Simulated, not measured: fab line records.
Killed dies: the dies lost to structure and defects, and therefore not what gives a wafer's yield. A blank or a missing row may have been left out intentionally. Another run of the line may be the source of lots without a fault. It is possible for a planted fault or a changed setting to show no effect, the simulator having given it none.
fab line records	flow sky130
record lots=12	wafers=36	last-day=49
route steps=708 shown VT_ADJUST_HVTR@141 POLY_GATE@218 LDD_N@251 PAD_OPEN@708
lots that met no fault: from a run of the same line without faults
start-h: start of the lot's first displayed wafer, in hours after the record's first day	wait-h: hours elapsed since this lot's preceding step	" repeats the value in the row above	L1.1+2: a single row standing in for several wafers	- either no value or no given start	* or withheld: withheld	< > ~ a bound
route shown NAME@n: NAME is a module with steps in the file, n the number in the route of the first one	usual: mean/standard deviation taken from wafers without a fault	same: alike in all rows	chamber/n: place in a boat	sites: readings site by site	_std_site: their standard deviation	_edge_site: mean of outer sites minus mean of inner sites	radius-mm: for every site, how far away it sits from the centre of the wafer	mask NAME#n: copy n	behind: the most recent tool/chamber to have shaped the wafer	hold: reason for holding the lot/hours on hold/outcome of the hold	device: the n, p or np transistor that did not switch	end of line: at the end of the route, the tests of the same wafers	for a step that has no rows: nothing shown but its recipe	killed: count of dies lost to structure and defects at first sort (not the wafer's yield)	map: shows each die of a wafer: x if killed, . if not, _ if none is there
set.NAME: setting as actually run; set.NAME@STEP: the setting as run at that earlier step	model.NAME: the simulator's own value behind a step, which no gauge read
one table for each step of the route and one row for each wafer, over a sample of lots
services: the hour from which a tool's chamber was out of use, counted from the record's first day as start-h (under 0 if before that day), plus the number of hours and why
## steps
# step SKY_VT_ADJUST_HVTR_STRIP_10
# recipe chemistry=O2/N2	power-w=1400	pressure-mtorr=1500	platen-temp-c=withheld	o2-flow-sccm=3000	n2-flow-sccm=300	overash-fraction=0.5
# usual drypump-motor-current-A=5.5/0.51	oes-product-au=0.716/0.0045	strip-time-to-endpoint-s=14.19/0.036
# same overash-fraction=0.5
lot.wafer	tool	chamber	start-h	wait-h	drypump-motor-current-A	oes-product-au	rf-hours-counter-h	strip-time-to-endpoint-s
L474.3	plasma-asher-02	1	199.00	0.1	6.7	0.715	-	14.25
L474.4	"	0	"	"	5.5	0.716	-	14.25
L474.5	"	1	"	"	6.7	0.720	-	14.25
L477.3	plasma-asher-03	0	226.41	0.1	5.1	0.723	-	14.16
L477.5	"	1	"	"	5.5	0.718	-	14.16
L477.6	"	0	"	"	5.1	0.710	-	14.21
L482.1	plasma-asher-01	1	263.13	0.1	5.0	0.720	46	14.21
L482.3	"	0	"	"	5.4	0.713	-	14.20
L482.6	"	0	"	"	5.4	0.718	-	14.24
L483.2	plasma-asher-03	0	264.12	0.1	5.1	0.714	59	14.16
L483.4	"	0	"	"	5.0	0.721	-	14.18
L483.6	"	1	"	"	5.5	0.723	-	14.12
L484.1	plasma-asher-03	1	278.07	0.1	5.5	0.717	60	14.16
L484.5	"	0	"	"	5.0	0.720	-	14.15
L484.6	"	1	"	"	5.5	0.718	-	14.15
L486.1	plasma-asher-01	1	289.82	0.1	5.0	0.712	48	14.20
L486.2	"	0	"	"	5.4	0.722	48	14.18
L486.5	"	0	"	"	5.4	0.719	-	14.20
L487.2	plasma-asher-01	0	299.17	0.1	5.4	0.709	49	14.17
L487.3	"	0	"	"	5.4	0.712	-	14.15
L487.5	"	1	"	"	5.0	0.719	-	14.17
L488.1	plasma-asher-02	1	305.92	0.1	6.7	0.705	61	14.18
L488.2	"	0	"	"	5.5	0.715	61	14.20
L488.4	"	1	"	"	6.7	0.716	-	14.20
L489.2	plasma-asher-03	1	316.73	0.1	5.5	0.723	64	14.19
L489.4	"	1	"	"	5.5	0.720	-	14.21
L489.5	"	1	"	"	5.5	0.716	-	14.24
L490.1	plasma-asher-01	0	325.37	0.1	5.4	0.715	52	14.14
L490.4	"	0	"	"	5.4	0.710	-	14.18
L490.6	"	0	"	"	5.4	0.714	-	14.16
L492.1	plasma-asher-03	0	331.67	0.1	5.1	0.714	66	14.23
L492.5	"	0	"	"	5.1	0.716	-	14.22
L492.6	"	1	"	"	5.5	0.711	-	14.20
L494.1	plasma-asher-01	0	346.82	0.1	5.4	0.721	54	14.19
L494.3	"	1	"	"	5.0	0.720	-	14.17
L494.4	"	0	"	"	5.4	0.712	-	14.21
# step SKY_POLY_GATE_THK_MEAS_04
# recipe reads=Si3N4_of_POLY_GATE_CVD_03
# usual POLY_GATE_CVD_03_THK=75.1/0.64
lot.wafer	tool	chamber	start-h	wait-h	POLY_GATE_CVD_03_THK[nm]
L474.3	film-metro-03	-	334.36	0.0	75.9
L474.4	"	-	"	"	75.2
L474.5	"	-	"	"	75.2
L477.3	film-metro-02	-	370.33	0.0	76.5
L477.5	"	-	"	"	76.1
L477.6	"	-	"	"	75.9
L483.2	film-metro-03	-	413.11	0.0	74.4
L483.4	"	-	"	"	73.9
L483.6	"	-	"	"	75.2
L482.1	film-metro-02	-	414.46	0.0	75.4
L482.3	"	-	"	"	74.6
L482.6	"	-	"	"	75.6
L484.1	film-metro-02	-	437.82	0.0	75.5
L484.5	"	-	"	"	75.2
L484.6	"	-	"	"	75.2
L486.1	film-metro-03	-	447.67	0.0	75.8
L486.2	"	-	"	"	75.4
L486.5	"	-	"	"	76.0
L487.2	film-metro-02	-	458.20	0.0	73.4
L487.3	"	-	"	"	74.0
L487.5	"	-	"	"	73.9
L488.1	film-metro-02	-	462.38	0.0	74.8
L488.2	"	-	"	"	74.6
L488.4	"	-	"	"	74.4
L489.2	film-metro-01	-	475.49	0.0	75.3
L489.4	"	-	"	"	75.2
L489.5	"	-	"	"	75.0
L490.1	film-metro-03	-	486.07	0.0	75.5
L490.4	"	-	"	"	75.4
L490.6	"	-	"	"	75.2
L492.1	film-metro-02	-	493.03	0.0	75.1
L492.5	"	-	"	"	75.2
L492.6	"	-	"	"	75.5
L494.1	film-metro-02	-	513.03	0.0	75.5
L494.3	"	-	"	"	74.8
L494.4	"	-	"	"	75.1
# step SKY_POLY_GATE_ETCH_15
# recipe chemistry=N2/H2	target=BARC	ion-energy-ev=200	source-w=500	bias-w=100	pressure-mtorr=30	n2-flow-sccm=100	h2-flow-sccm=200	stop-on=SiO2	time-s=118.5	target-depth-a=1100
# usual drypump-motor-current-A=6.0/0.42	oes-product-au=0.715/0.0047	rf-fwd-power-W=497.2/1.7	throttle-valve-pct=13.213/0.0094
lot.wafer	tool	chamber	start-h	wait-h	drypump-motor-current-A	oes-product-au	rf-fwd-power-W	rf-hours-counter-h	throttle-valve-pct
L474.3	rie-diel-02	1	361.53	0.0	6.3	0.720	493.3	119	13.206
L474.4	"	0	"	"	6.8	0.708	498.6	-	13.209
L474.5	"	1	"	"	6.3	0.713	497.0	-	13.205
L477.3	rie-diel-02	2	400.43	0.0	5.9	0.712	498.3	40	13.201
L477.5	"	1	"	"	6.3	0.713	499.0	-	13.216
L477.6	"	2	"	"	5.9	0.717	500.0	-	13.227
L483.2	rie-diel-02	2	443.76	0.0	5.8	0.720	497.6	41	13.203
L483.4	"	3	"	"	6.0	0.719	492.4	30	13.207
L483.6	"	3	"	"	6.0	0.723	491.7	-	13.212
L482.1	rie-diel-04	3	445.41	0.0	6.2	0.714	499.9	80	13.195
L482.3	"	1	"	"	5.6	0.718	498.0	0	13.194
L482.6	"	1	"	"	5.6	0.717	497.8	-	13.209
L484.1	rie-diel-04	0	469.82	0.0	6.4	0.716	497.9	11	13.223
L484.5	"	0	"	"	6.4	0.708	496.1	-	13.212
L484.6	"	1	"	"	5.6	0.709	499.2	-	13.215
L486.1	rie-diel-02	3	479.31	0.0	6.0	0.714	493.2	31	13.193
L486.2	"	0	"	"	6.7	0.711	498.2	69	13.215
L486.5	"	2	"	"	5.8	0.709	497.1	-	13.222
L487.2	rie-diel-02	1	489.68	0.0	6.3	0.710	495.7	2	13.217
L487.3	"	0	"	"	6.8	0.720	496.7	69	13.228
L487.5	"	2	"	"	5.8	0.712	497.8	-	13.209
L488.1	rie-diel-04	1	493.66	0.0	5.6	0.719	498.6	1	13.218
L488.2	"	0	"	"	6.4	0.716	500.1	12	13.232
L488.4	"	2	"	"	5.5	0.718	498.0	1	13.207
L489.2	rie-diel-02	3	507.27	0.0	6.0	0.714	492.7	31	13.205
L489.4	"	1	"	"	6.3	0.714	497.4	2	13.195
L489.5	"	0	"	"	6.8	0.717	497.6	-	13.201
L490.1	rie-diel-01	3	518.32	0.0	5.6	0.716	496.0	38	13.211
L490.4	"	2	"	"	5.4	0.710	496.3	4	13.190
L490.6	"	3	"	"	5.6	0.725	497.2	-	13.210
L492.1	rie-diel-02	0	523.93	0.0	6.8	0.716	497.1	70	13.205
L492.5	"	1	"	"	6.4	0.711	498.6	-	13.204
L492.6	"	0	"	"	6.8	0.719	495.6	-	13.204
L494.1	rie-diel-01	2	544.06	0.0	5.4	0.711	495.4	5	13.209
L494.3	"	3	"	"	5.6	0.716	496.9	39	13.206
L494.4	"	0	"	"	5.6	0.712	498.6	41	13.197
# step SKY_LDD_N_IMPLANT_14
# recipe species=BF2	energy-kev=50	dose-cm2=5e+12	tilt-deg=30	rotation-deg=180
# usual tilt-deg=30.001/0.022
lot.wafer	tool	chamber	start-h	wait-h	tilt-deg
L474.3	implanter-03	0	394.14	0.1	30.024
L474.4	"	0	"	"	29.996
L474.5	"	0	"	"	30.008
L477.3	implanter-03	0	434.74	0.1	30.032
L477.5	"	0	"	"	30.035
L477.6	"	0	"	"	30.002
L483.2	implanter-02	0	477.58	0.1	29.983
L483.4	"	0	"	"	29.963
L483.6	"	0	"	"	29.951
L482.1	implanter-01	0	480.75	0.1	29.953
L482.3	"	0	"	"	29.996
L482.6	"	0	"	"	30.014
L484.1	implanter-03	0	504.20	0.1	30.022
L484.5	"	0	"	"	30.000
L484.6	"	0	"	"	30.006
L486.1	implanter-03	0	513.50	0.1	30.014
L486.2	"	0	"	"	30.006
L486.5	"	0	"	"	30.004
L487.2	implanter-01	0	523.77	0.1	30.010
L487.3	"	0	"	"	30.017
L487.5	"	0	"	"	30.014
L488.1	implanter-01	0	528.05	0.1	29.979
L488.2	"	0	"	"	29.993
L488.4	"	0	"	"	29.997
L489.2	implanter-03	0	540.27	0.1	-0.008
L489.4	"	0	"	"	-0.026
L489.5	"	0	"	"	-0.007
L490.1	implanter-03	0	551.09	0.1	0.008
L490.4	"	0	"	"	0.003
L490.6	"	0	"	"	-0.030
L492.1	implanter-01	0	556.59	0.1	30.036
L492.5	"	0	"	"	30.002
L492.6	"	0	"	"	30.025
L494.1	implanter-02	0	575.60	0.1	29.971
L494.3	"	0	"	"	29.962
L494.4	"	0	"	"	29.973
# step SKY_PAD_OPEN_PROBE_99
# usual killed_at_M0_to_M3=44/7.9	killed_at_M4_up=3.1/2	killed-at-contacts=23/4.9	killed-at-front-end=15/3.9	killed-at-other=0.2/0.49	killed-dies=86/10	killed-open=47/7.1	killed-short=39/7.1
# same gross-dies=492	killed-at-back-side=0
lot.wafer	tool	chamber	start-h	wait-h	killed_at_M0_to_M3	killed_at_M4_up	killed-at-contacts	killed-at-front-end	killed-at-other	killed-dies	killed-open	killed-short
L483.2	prober-01	-	1133.87	0.1	38	4	25	14	0	81	55	26
L483.4	prober-01	-	1133.97	0.2	56	1	19	7	0	83	41	42
L483.6	prober-01	-	1134.07	0.2	52	5	23	10	0	90	46	43
L487.2	prober-01	-	1149.86	0.1	47	4	27	10	0	88	46	42
L487.3	prober-01	-	1149.91	0.2	53	2	18	12	0	85	48	37
L487.5	prober-01	-	1150.01	0.2	42	2	25	14	0	83	57	26
L489.2	prober-01	-	1163.30	0.1	41	0	21	16	0	78	46	32
L489.4	prober-01	-	1163.40	0.2	46	2	16	13	0	77	42	35
L489.5	prober-01	-	1163.45	0.2	46	4	30	15	1	96	52	44
# killed by level:class
L483.2 CONTACT:geometric-particle:open=15 VIA1:geometric-particle:open=9 VIA2:geometric-particle:open=8 POLY_GATE:geometric-particle:open=7 VIA3:geometric-particle:open=7 LI_CONTACT:geometric-particle:open=4 METAL2:geometric-particle:short=4 METAL4:geometric-particle:short=4
L483.4 VIA1:geometric-particle:open=10 VIA3:geometric-particle:open=9 VIA1:geometric-particle:short=8 CONTACT:geometric-particle:open=7 METAL1:geometric-particle:short=6 METAL2:geometric-particle:short=6 LI_CONTACT:geometric-particle:open=4 CONTACT:geometric-particle:short=4
L483.6 VIA1:geometric-particle:open=17 VIA3:geometric-particle:open=8 METAL2:geometric-particle:short=7 LI_CONTACT:geometric-particle:open=7 CONTACT:geometric-particle:short=7 VIA1:geometric-particle:short=6 METAL4:geometric-particle:short=5 CONTACT:geometric-particle:open=4
L487.2 CONTACT:geometric-particle:open=12 VIA1:geometric-particle:open=10 VIA2:geometric-particle:open=9 METAL2:geometric-particle:short=8 LOCAL_INTERCONNECT:geometric-particle:short=7 VIA3:geometric-particle:open=5 VIA2:geometric-particle:short=5 FIELD_ISO:geometric-particle:open=4
L487.3 VIA1:geometric-particle:open=13 CONTACT:geometric-particle:open=8 VIA3:geometric-particle:open=6 VIA2:geometric-particle:open=6 FIELD_ISO:geometric-particle:short=5 CONTACT:geometric-particle:short=5 VIA1:geometric-particle:short=5 METAL2:geometric-particle:short=5
L487.5 CONTACT:geometric-particle:open=15 VIA1:geometric-particle:open=13 VIA3:geometric-particle:open=7 POLY_GATE:geometric-particle:open=5 CONTACT:geometric-particle:short=5 VIA2:geometric-particle:open=5 VIA1:geometric-particle:short=4 VIA2:geometric-particle:short=4
L489.2 CONTACT:geometric-particle:open=9 VIA3:geometric-particle:open=8 VIA1:geometric-particle:open=7 VIA2:geometric-particle:open=7 FIELD_ISO:geometric-particle:short=5 METAL1:geometric-particle:short=5 POLY_GATE:geometric-particle:open=4 LI_CONTACT:geometric-particle:open=4
L489.4 CONTACT:geometric-particle:open=8 VIA2:geometric-particle:open=8 VIA1:geometric-particle:open=7 METAL1:geometric-particle:short=6 VIA1:geometric-particle:short=6 VIA3:geometric-particle:open=6 LI_CONTACT:geometric-particle:open=5 METAL3:geometric-particle:short=5
L489.5 CONTACT:geometric-particle:open=9 VIA2:geometric-particle:open=9 LI_CONTACT:geometric-particle:open=8 LI_CONTACT:geometric-particle:short=7 METAL2:geometric-particle:short=6 VIA3:geometric-particle:short=6 VIA3:geometric-particle:open=6 POLY_GATE:geometric-particle:short=4
## services
tool	chamber	start-h	hours	kind
implanter-01	-	194.71	5.2	repair
implanter-01	-	195.79	10.5	repair
implanter-03	-	210.03	4.1	pm
rie-diel-02	2	213.87	5.3	repair
implanter-01	-	222.67	6.6	repair
rie-diel-02	3	239.68	4.2	repair
rie-diel-02	0	245.83	16.4	repair
rie-diel-02	1	270.67	17.4	repair
rie-diel-02	3	275.69	15.4	repair
plasma-asher-03	-	284.00	3.3	repair
implanter-01	-	291.57	3.8	pm
implanter-03	-	312.65	4.2	repair
implanter-03	-	325.01	34.3	pm
plasma-asher-01	-	327.62	1.0	repair
plasma-asher-03	-	334.06	2.8	pm
rie-diel-02	2	356.36	9.3	repair
implanter-03	-	364.56	18.9	pm
implanter-03	-	383.46	5.6	pm
plasma-asher-03	-	421.25	9.0	pm
implanter-03	-	467.03	2.9	repair
implanter-03	-	467.85	12.9	repair
implanter-03	-	480.49	2.9	repair
implanter-03	-	508.97	2.8	repair
rie-diel-02	-	554.31	14.6	pm
## key
first-sign step=SKY_LDD_N_IMPLANT_14	reading=tilt-deg	direction=down	sigmas=99+	usual=*	struck=*
effect none on later readings
met-at SKY_LDD_N_IMPLANT_14
struck-lots L489,L490
tester-left-out L489,L490
not-acting-at SKY_VT_ADJUST_HVTR_STRIP_10,SKY_POLY_GATE_THK_MEAS_04,SKY_POLY_GATE_ETCH_15
onset-between 513.50 540.27
fault kind=process-parameter-drift	tool=implanter-03	chamber=-	onset-h=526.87	steps=SKY_LDD_N_IMPLANT_14	channel=tilt-deg	offset=*	shape=step	end-h=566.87	acts-in=*	stated=*
# tester-left-out: of these lots the tester's yield and bins aren't shown, on N5 and GAA mostly nor the transistor test; their killed dies are dies lost to structure and defects alone, not to doping, threshold or leakage, so they don't give the yield
